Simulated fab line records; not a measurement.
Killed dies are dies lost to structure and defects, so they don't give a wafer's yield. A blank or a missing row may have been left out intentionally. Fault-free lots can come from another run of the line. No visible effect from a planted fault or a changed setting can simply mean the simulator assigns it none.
Struck lot and sound lot, side by side -- flow gf180mcu -- 14 steps out of a route of 602
Sound: the wafers L518.2, L518.3, L518.5. The struck wafers were L524.4, L524.5, L524.6. At the end, the cause is stated.
Per side, at each step with rows, come the tool, then ch with its chambers, and then its first start. Under that, the readings that differ: sound wafers -- struck wafers -- difference of the means -- sigmas: that difference in standard deviations of wafers without a fault.
alike: same words and numbers on both sides, and readings whose means sit less than 2 such deviations apart. not compared: any withheld reading, any reading some wafer has no value for, any bound like >300 that may hide the same value, and any number with overlapping values for which the record gives no deviation.
The two part at a step that has a row with sigmas, a row that says differs or no value, or rows on one side only. When numbers do not overlap yet have no deviation, they are printed without sigmas and do not part them. Lack of a reading on every wafer of one side parts them only where that side has two or more wafers.

GF_V1_THK_MEAS_01:
  sound on film metro-02, day 18 08:05; struck on film metro-01, day 20 07:40
  alike: V1_CVD_00_THK
GF_V1_CVD_02: deposits SiO2 from TEOS, target thk 850 nm, time 94.851 s.
  sound on pecvd-02 ch 0,1, day 18 08:08; struck on pecvd-02 ch 0,1,2, day 20 07:44
  alike: heater power w
GF_V1_THK_MEAS_03:
  sound on film metro-01, day 18 08:13; struck on film metro-03, day 20 07:48
  alike: V1_CVD_02_THK
GF_V1_CMP_04: polishes SiO2.
  sound on cmp-01 ch 0,2,3, day 18 08:19; struck on cmp-01 ch 1,2,3, day 20 07:59
  alike: edge zone pressure frac, motor current A, time to endpoint s
GF_V1_BOW_MEAS_05:
  sound on film metro-01, day 18 08:35; struck on film metro-03, day 20 08:11
  alike: V1_BOW
then, 7 steps without rows for these wafers: GF_V1_DEHYDRATE_06 (time 60 s); GF_V1_HMDS_07 (prime time 60 s); GF_V1_COAT_08; GF_V1_COAT_09 (resist thk 1000 nm); GF_V1_SOFTBAKE_10 (time 60 s); GF_V1_EXPOSE_11 (exposes mask Via1, target cd 260 nm); GF_V1_PEB_12 (peb time 90 s).
GF_V1_DEVELOP_13: develop time 60 s.
  struck on litho track-02, day 21 07:46; sound on litho track-02 ch 0, day 19 08:29
  no value came back on the struck wafers for chill plate temp C (C), develop time s (s), developer temp C (C); on the sound wafers chill plate temp C (C) reads 22.94 23.01 23.05
reading,sound,struck,difference,sigmas
model.KrF_of_V1_COAT_09.thk nm (nm),989 989.9 988.3,1005 1004 1002,+15,
GF_V1_CD_MEAS_14: the cd target is 260 nm.
  sound on cd sem-02, day 19 08:37; struck on cd sem-01, day 21 07:55
reading,sound,struck,difference,sigmas
cd nm (nm),262.2 261.2 263.2,- - -,no value on the struck wafers,

WHERE THEY PART
At GF_V1_DEVELOP_13 first; at GF_V1_CD_MEAS_14 last (within this record only).

WHY: what the simulator had put in
Entire step skipped (litho track-02, GF_V1_DEVELOP_13), from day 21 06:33 onward. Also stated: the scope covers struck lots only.
